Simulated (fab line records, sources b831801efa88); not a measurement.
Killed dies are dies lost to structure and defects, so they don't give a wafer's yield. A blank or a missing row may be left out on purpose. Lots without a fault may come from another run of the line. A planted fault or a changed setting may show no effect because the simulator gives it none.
Which tool did it? | flow gf180mcu | 24 lots, 72 wafers sampled, at 6 steps of a route of 602

WHAT THE GAUGES READ, wafer by wafer
GF_M5_OVL_MEAS_08.
lot  | measured     | on         | M5_OVL (nm)
L074 | day 25 23:56 | overlay-02 | -6 -3 -7
L075 | day 26 13:50 | overlay-01 | -2 -10 -2
L077 | day 27 00:25 | overlay-02 | -4 -2 -6
L076 | day 27 05:16 | overlay-02 | -2 -3 -4
L078 | day 27 07:05 | overlay-01 | -7 -4 -6
L079 | day 27 18:26 | overlay-01 | -1 -3 -4
L080 | day 28 14:14 | overlay-02 | -3 -2 -3
L081 | day 28 16:04 | overlay-01 | -15 -10 -11
L082 | day 28 20:23 | overlay-01 | -5 -5 -8
L083 | day 29 01:29 | overlay-01 | -5 -12 -10
L084 | day 29 15:23 | overlay-02 | -7 -6 -9
L085 | day 29 19:04 | overlay-02 | -8 -8 -3
L086 | day 30 03:07 | overlay-02 | -10 -16 -9
L087 | day 30 06:01 | overlay-02 | -9 -8 -13
L088 | day 30 12:10 | overlay-01 | -5 -6 2
L089 | day 30 17:40 | overlay-02 | -7 -7 -5
L090 | day 31 03:31 | overlay-02 | -6 -1 -2
L091 | day 31 11:35 | overlay-02 | -4 -9 -8
L092 | day 31 15:41 | overlay-02 | -8 -9 -4
L093 | day 31 19:01 | overlay-01 | -1 2 -1
L094 | day 32 04:53 | overlay-02 | -8 -8 -13
L095 | day 32 12:32 | overlay-02 | -3 -7 -9
L096 | day 32 19:02 | overlay-01 | -8 -14 -11
L097 | day 32 22:04 | overlay-02 | -1 -8 -5

GF_TOP_METAL_RS_MEAS_05: measures by four-point-probe.
lot  | measured     | on            | TOP_METAL_ALCU_RS (ohm/sq)
L074 | day 27 00:10 | film_metro-02 | 0.0329 0.0330 0.0327
L075 | day 27 14:39 | film_metro-04 | 0.0329 0.0327 0.0331
L077 | day 28 00:07 | film_metro-04 | 0.0324 0.0329 0.0324
L076 | day 28 04:40 | film_metro-02 | 0.0329 0.0333 0.0326
L078 | day 28 06:52 | film_metro-02 | 0.0331 0.0334 0.0332
L079 | day 28 16:34 | film_metro-02 | 0.0326 0.0327 0.0325
L080 | day 29 12:55 | film_metro-04 | 0.0332 0.0331 0.0325
L081 | day 29 14:23 | film_metro-02 | 0.0332 0.0326 0.0327
L082 | day 29 18:39 | film_metro-02 | 0.0328 0.0326 0.0328
L083 | day 29 23:10 | film_metro-04 | 0.0324 0.0330 0.0326
L084 | day 30 13:20 | film_metro-02 | 0.0336 0.0330 0.0331
L085 | day 30 16:29 | film_metro-02 | 0.0329 0.0323 0.0332
L086 | day 31 00:29 | film_metro-04 | 0.0330 0.0326 0.0328
L087 | day 31 03:19 | film_metro-03 | 0.0329 0.0331 0.0328
L088 | day 31 09:22 | film_metro-04 | 0.0328 0.0328 0.0328
L089 | day 31 14:39 | film_metro-04 | 0.0331 0.0326 0.0330
L090 | day 31 23:25 | film_metro-03 | 0.0328 0.0330 0.0328
L091 | day 32 07:35 | film_metro-02 | 0.0327 0.0325 0.0328
L092 | day 32 11:38 | film_metro-03 | 0.0333 0.0331 0.0335
L093 | day 32 14:55 | film_metro-03 | 0.0326 0.0331 0.0330
L094 | day 33 00:24 | film_metro-02 | 0.0335 0.0332 0.0329
L095 | day 33 07:37 | film_metro-03 | 0.0324 0.0322 0.0326
L096 | day 33 13:34 | film_metro-04 | 0.0333 0.0334 0.0332
L097 | day 33 17:22 | film_metro-04 | 0.0331 0.0327 0.0328

WHICH TOOL RAN EACH LOT (tool, then ch and the chambers of the sampled wafers, then the start)
lot  | GF_V1_SPUTTER_21             | GF_V1_SPUTTER_22             | GF_V4_STRIP_18                       | GF_V5_CVD_02
L074 | pvd_sputter-01, day 17 20:14 | pvd_sputter-01, day 17 20:18 | plasma_asher-02 ch 0,1, day 24 02:35 | pecvd-01 ch 1,2, day 26 00:46
L075 | pvd_sputter-01, day 18 12:29 | pvd_sputter-01, day 18 12:32 | plasma_asher-01 ch 0,1, day 24 17:25 | pecvd-01 ch 0,1,2, day 26 14:38
L077 | pvd_sputter-03, day 18 22:29 | pvd_sputter-03, day 18 22:32 | plasma_asher-02 ch 0,1, day 25 04:08 | pecvd-03 ch 0,1, day 27 01:15
L076 | pvd_sputter-01, day 19 05:35 | pvd_sputter-01, day 19 05:38 | plasma_asher-01 ch 0,1, day 25 08:35 | pecvd-01 ch 1,2, day 27 06:06
L078 | pvd_sputter-03, day 19 09:13 | pvd_sputter-03, day 19 09:16 | plasma_asher-01 ch 0,1, day 25 11:31 | pecvd-02 ch 0,2, day 27 07:55
L079 | pvd_sputter-01, day 19 20:58 | pvd_sputter-01, day 19 21:02 | plasma_asher-02 ch 0,1, day 25 21:59 | pecvd-03 ch 0,1, day 27 19:23
L080 | pvd_sputter-04, day 20 20:43 | pvd_sputter-04, day 20 20:47 | plasma_asher-04 ch 0,1, day 26 19:35 | pecvd-01 ch 0,1, day 28 15:05
L081 | pvd_sputter-04, day 20 22:36 | pvd_sputter-04, day 20 22:40 | plasma_asher-01 ch 0,1, day 26 21:37 | pecvd-03 ch 1,2, day 28 17:01
L082 | pvd_sputter-01, day 21 05:01 | pvd_sputter-01, day 21 05:04 | plasma_asher-04 ch 0,1, day 27 02:32 | pecvd-03 ch 0,1,2, day 28 21:13
L083 | pvd_sputter-03, day 21 10:42 | pvd_sputter-03, day 21 10:46 | plasma_asher-04 ch 0,1, day 27 07:23 | pecvd-01 ch 0,1,2, day 29 02:26
L084 | pvd_sputter-01, day 22 05:22 | pvd_sputter-01, day 22 05:26 | plasma_asher-02 ch 0,1, day 28 00:02 | pecvd-03 ch 1,2, day 29 16:22
L085 | pvd_sputter-03, day 22 07:01 | pvd_sputter-03, day 22 07:05 | plasma_asher-04 ch 0,1, day 28 02:29 | pecvd-02 ch 0,1, day 29 20:02
L086 | pvd_sputter-04, day 22 14:41 | pvd_sputter-04, day 22 14:44 | plasma_asher-04 ch 0,1, day 28 11:02 | pecvd-01 ch 0,1,2, day 30 04:25
L087 | pvd_sputter-03, day 22 22:28 | pvd_sputter-03, day 22 22:32 | plasma_asher-02 ch 0,1, day 28 13:41 | pecvd-01 ch 1,2, day 30 07:19
L088 | pvd_sputter-04, day 23 06:02 | pvd_sputter-04, day 23 06:06 | plasma_asher-02 ch 0,1, day 28 20:40 | pecvd-03 ch 0,1,2, day 30 13:10
L089 | pvd_sputter-01, day 23 13:31 | pvd_sputter-01, day 23 13:34 | plasma_asher-04 ch 0,1, day 29 03:20 | pecvd-02 ch 0,1,2, day 30 18:37
L090 | pvd_sputter-04, day 23 23:31 | pvd_sputter-04, day 23 23:34 | plasma_asher-04 ch 0,1, day 29 12:32 | pecvd-03 ch 0,2, day 31 04:23
L091 | pvd_sputter-03, day 24 08:16 | pvd_sputter-03, day 24 08:19 | plasma_asher-04 ch 0,1, day 29 21:29 | pecvd-01 ch 0,1,2, day 31 12:25
L092 | pvd_sputter-01, day 24 13:59 | pvd_sputter-01, day 24 14:02 | plasma_asher-01 ch 0,1, day 30 01:37 | pecvd-01 ch 0,1, day 31 16:35
L093 | pvd_sputter-03, day 24 19:32 | pvd_sputter-03, day 24 19:36 | plasma_asher-01 ch 0,1, day 30 05:52 | pecvd-02 ch 1,2, day 31 20:00
L094 | pvd_sputter-04, day 25 10:16 | pvd_sputter-04, day 25 10:20 | plasma_asher-02 ch 0,1, day 30 15:55 | pecvd-03 ch 0,1,2, day 32 05:53
L095 | pvd_sputter-01, day 25 17:14 | pvd_sputter-01, day 25 17:17 | plasma_asher-01 ch 0,1, day 31 00:25 | pecvd-03 ch 0,2, day 32 13:22
L096 | pvd_sputter-01, day 26 00:58 | pvd_sputter-01, day 26 01:01 | plasma_asher-04 ch 0,1, day 31 08:25 | pecvd-03 ch 0,1,2, day 32 19:59
L097 | pvd_sputter-01, day 26 05:01 | pvd_sputter-01, day 26 05:04 | plasma_asher-02 ch 0,1, day 31 10:40 | pecvd-01 ch 1,2, day 32 23:01
- GF_V1_SPUTTER_21: material Ti, target thk 15 nm, time 80.02 s.
- GF_V1_SPUTTER_22: material TiN, target thk 10 nm, time 40 s.
- GF_V4_STRIP_18: strips in O2/N2.
- GF_V5_CVD_02: deposits SiO2 from TEOS, target thk 1450 nm, time 163.28 s.

WHAT THE TOOLS THEMSELVES READ (means of the sampled wafers that have a number; where no wafer has one, the mark that the record gives instead)
GF_V1_SPUTTER_21.
lot  | tool           | throttle_valve_pct (%)
L074 | pvd_sputter-01 | 31.2
L075 | pvd_sputter-01 | 31.0
L077 | pvd_sputter-03 | 29.2
L076 | pvd_sputter-01 | 31.3
L078 | pvd_sputter-03 | 29.3
L079 | pvd_sputter-01 | 30.8
L080 | pvd_sputter-04 | 30.0
L081 | pvd_sputter-04 | 29.8
L082 | pvd_sputter-01 | 30.9
L083 | pvd_sputter-03 | 28.7
L084 | pvd_sputter-01 | 31.7
L085 | pvd_sputter-03 | 29.1
L086 | pvd_sputter-04 | 30.1
L087 | pvd_sputter-03 | 29.4
L088 | pvd_sputter-04 | 30.1
L089 | pvd_sputter-01 | 31.3
L090 | pvd_sputter-04 | 30.4
L091 | pvd_sputter-03 | 29.3
L092 | pvd_sputter-01 | 31.6
L093 | pvd_sputter-03 | 29.4
L094 | pvd_sputter-04 | 30.0
L095 | pvd_sputter-01 | 31.5
L096 | pvd_sputter-01 | 31.7
L097 | pvd_sputter-01 | 31.2

GF_V1_SPUTTER_22.
lot  | tool           | throttle_valve_pct (%)
L074 | pvd_sputter-01 | 31.1
L075 | pvd_sputter-01 | 31.1
L077 | pvd_sputter-03 | 29.3
L076 | pvd_sputter-01 | 31.1
L078 | pvd_sputter-03 | 29.4
L079 | pvd_sputter-01 | 30.9
L080 | pvd_sputter-04 | 29.7
L081 | pvd_sputter-04 | 29.9
L082 | pvd_sputter-01 | 31.1
L083 | pvd_sputter-03 | 28.6
L084 | pvd_sputter-01 | 31.7
L085 | pvd_sputter-03 | 29.1
L086 | pvd_sputter-04 | 30.1
L087 | pvd_sputter-03 | 29.3
L088 | pvd_sputter-04 | 30.0
L089 | pvd_sputter-01 | 31.5
L090 | pvd_sputter-04 | 30.4
L091 | pvd_sputter-03 | 29.3
L092 | pvd_sputter-01 | 31.6
L093 | pvd_sputter-03 | 29.4
L094 | pvd_sputter-04 | 30.0
L095 | pvd_sputter-01 | 31.4
L096 | pvd_sputter-01 | 31.9
L097 | pvd_sputter-01 | 31.1

GF_V4_STRIP_18.
lot  | tool            | drypump_motor_current_A (A) | heater_power_w (W) | n2_flow_sccm (sccm) | oes_product_au (a.u.)
L074 | plasma_asher-02 | 5.2                         | 295                | 300.0               | 0.592
L075 | plasma_asher-01 | 5.7                         | 317                | 300.5               | 0.595
L077 | plasma_asher-02 | 5.2                         | 287                | 300.2               | 0.590
L076 | plasma_asher-01 | 5.7                         | 314                | 299.9               | 0.594
L078 | plasma_asher-01 | 6.0                         | 313                | 300.0               | 0.595
L079 | plasma_asher-02 | 5.4                         | 282                | 299.9               | 0.596
L080 | plasma_asher-04 | 5.3                         | 354                | 299.7               | 0.594
L081 | plasma_asher-01 | 6.0                         | 314                | 301.2               | 0.594
L082 | plasma_asher-04 | 5.1                         | 366                | 299.9               | 0.593
L083 | plasma_asher-04 | 5.3                         | 349                | 300.9               | 0.595
L084 | plasma_asher-02 | 5.4                         | 277                | 300.5               | 0.596
L085 | plasma_asher-04 | 5.2                         | 352                | 300.3               | 0.591
L086 | plasma_asher-04 | 5.1                         | 363                | 299.4               | 0.590
L087 | plasma_asher-02 | 5.4                         | 277                | 301.0               | 0.594
L088 | plasma_asher-02 | 5.2                         | 293                | 299.6               | 0.593
L089 | plasma_asher-04 | 5.1                         | 367                | 300.4               | 0.588
L090 | plasma_asher-04 | 5.1                         | 365                | 299.6               | 0.592
L091 | plasma_asher-04 | 5.3                         | 348                | 300.9               | 0.590
L092 | plasma_asher-01 | 5.7                         | 318                | 300.4               | 0.594
L093 | plasma_asher-01 | 6.0                         | 311                | 300.9               | 0.594
L094 | plasma_asher-02 | 5.4                         | 281                | 299.4               | 0.588
L095 | plasma_asher-01 | 6.0                         | 320                | 299.7               | 0.591
L096 | plasma_asher-04 | 5.2                         | 347                | 299.5               | 0.594
L097 | plasma_asher-02 | 5.4                         | 279                | 300.0               | 0.588

GF_V5_CVD_02.
lot  | tool     | heater_power_outer_w (W) | heater_power_w (W)
L074 | pecvd-01 | 448                      | 725
L075 | pecvd-01 | 482                      | 792
L077 | pecvd-03 | 304                      | 575
L076 | pecvd-01 | 410                      | 667
L078 | pecvd-02 | 355                      | 610
L079 | pecvd-03 | 292                      | 531
L080 | pecvd-01 | 368                      | 649
L081 | pecvd-03 | 297                      | 594
L082 | pecvd-03 | 362                      | 629
L083 | pecvd-01 | 411                      | 705
L084 | pecvd-03 | 325                      | 640
L085 | pecvd-02 | 314                      | 587
L086 | pecvd-01 | 406                      | 686
L087 | pecvd-01 | 424                      | 690
L088 | pecvd-03 | 328                      | 586
L089 | pecvd-02 | 355                      | 628
L090 | pecvd-03 | 352                      | 610
L091 | pecvd-01 | 454                      | 745
L092 | pecvd-01 | 395                      | 685
L093 | pecvd-02 | 409                      | 690
L094 | pecvd-03 | 286                      | 543
L095 | pecvd-03 | 373                      | 636
L096 | pecvd-03 | 350                      | 616
L097 | pecvd-01 | 403                      | 664

THE ANSWER, worked out from the rows above alone
Rule: what is usual is taken from the lots themselves. Put in order of their means at a reading, lots are off if they are a third of the lots or fewer, leave a main group of 4 or more, and stand apart from it by a gap of 3 or more times the standard deviation of the main group's means; of several such gaps the widest counts. A main group whose means are all the same, to the digits that the tables above print for the reading, isn't used. A lot without any number at a reading at which 4 lots or more have one is off too. The other lots that the step has rows for count as sound. The gauges are gone through in route order, then the tools' own readings, and for those a lot's mean is taken as printed above. The first step at which some lot is off is used, and at that step the reading that is off furthest; a lot without a number counts as furthest.
No lot is off at any reading shown: from this, nothing can be told.

WHAT THE SIMULATOR HAD PUT IN
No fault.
